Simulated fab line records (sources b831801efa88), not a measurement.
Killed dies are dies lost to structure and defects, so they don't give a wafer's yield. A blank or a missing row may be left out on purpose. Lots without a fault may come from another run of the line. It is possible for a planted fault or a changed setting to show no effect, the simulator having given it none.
Which tool was responsible? + flow sky130 + at 1 step of a route of 708, 14 lots with 42 wafers sampled

WHAT THE GAUGES READ, wafer by wafer
SKY_CONTACT_OVL_MEAS_15.
| lot  | measured     | on         | CONTACT_OVL (nm) |
|------|--------------|------------|------------------|
| L701 | day 32 06:54 | overlay-01 | 1 4 -1           |
| L702 | day 32 16:48 | overlay-02 | 2 1 5            |
| L703 | day 32 18:12 | overlay-01 | 1 15 4           |
| L705 | day 33 10:21 | overlay-01 | -1 -1 -7         |
| L706 | day 33 17:19 | overlay-02 | 6 9 10           |
| L707 | day 33 23:21 | overlay-01 | 6 1 6            |
| L708 | day 34 09:35 | overlay-02 | 12 14 9          |
| L709 | day 34 18:50 | overlay-02 | -9 -2 -1         |
| L710 | day 35 02:17 | overlay-01 | 5 10 4           |
| L712 | day 35 22:06 | overlay-02 | -4 3 5           |
| L719 | day 38 04:43 | overlay-01 | 2 -1 8           |
| L720 | day 38 05:39 | overlay-02 | -2 10 1          |
| L721 | day 38 05:59 | overlay-01 | 3 5 3            |
| L722 | day 38 14:03 | overlay-02 | 2 3 2            |

TOOL THAT RAN EACH LOT (tool first, then ch and the chambers of the sampled wafers, then the start)
There is no process step in the record ahead of these readings.

AS READ BY THE TOOLS THEMSELVES (means over the sampled wafers that have a number; for cases with no such wafer, the mark the record gives instead)
The record holds no such reading with a usual standard deviation.

THE ANSWER, worked out from the rows above alone
Rule: the usual values come from the lots themselves. Put in order of their means at a reading, lots are off if they are a third of the lots or fewer, leave a main group of 4 or more, and stand apart from it by a gap of 3 or more times the standard deviation of the main group's means; of several such gaps the widest counts. A main group whose means are all the same, to the digits that the tables above print for the reading, isn't used. A lot without any number at a reading at which 4 lots or more have one is off too. Any other lot the step has rows for is counted as sound. First the gauges in route order, then the tools' own readings, where a lot's mean is used as printed above. At the first step where some lot is off, the reading lying furthest off is the one used; lots without a number count as furthest.
Nothing can be told from this: no lot is off at any reading shown.

WHAT THE SIMULATOR PUT IN
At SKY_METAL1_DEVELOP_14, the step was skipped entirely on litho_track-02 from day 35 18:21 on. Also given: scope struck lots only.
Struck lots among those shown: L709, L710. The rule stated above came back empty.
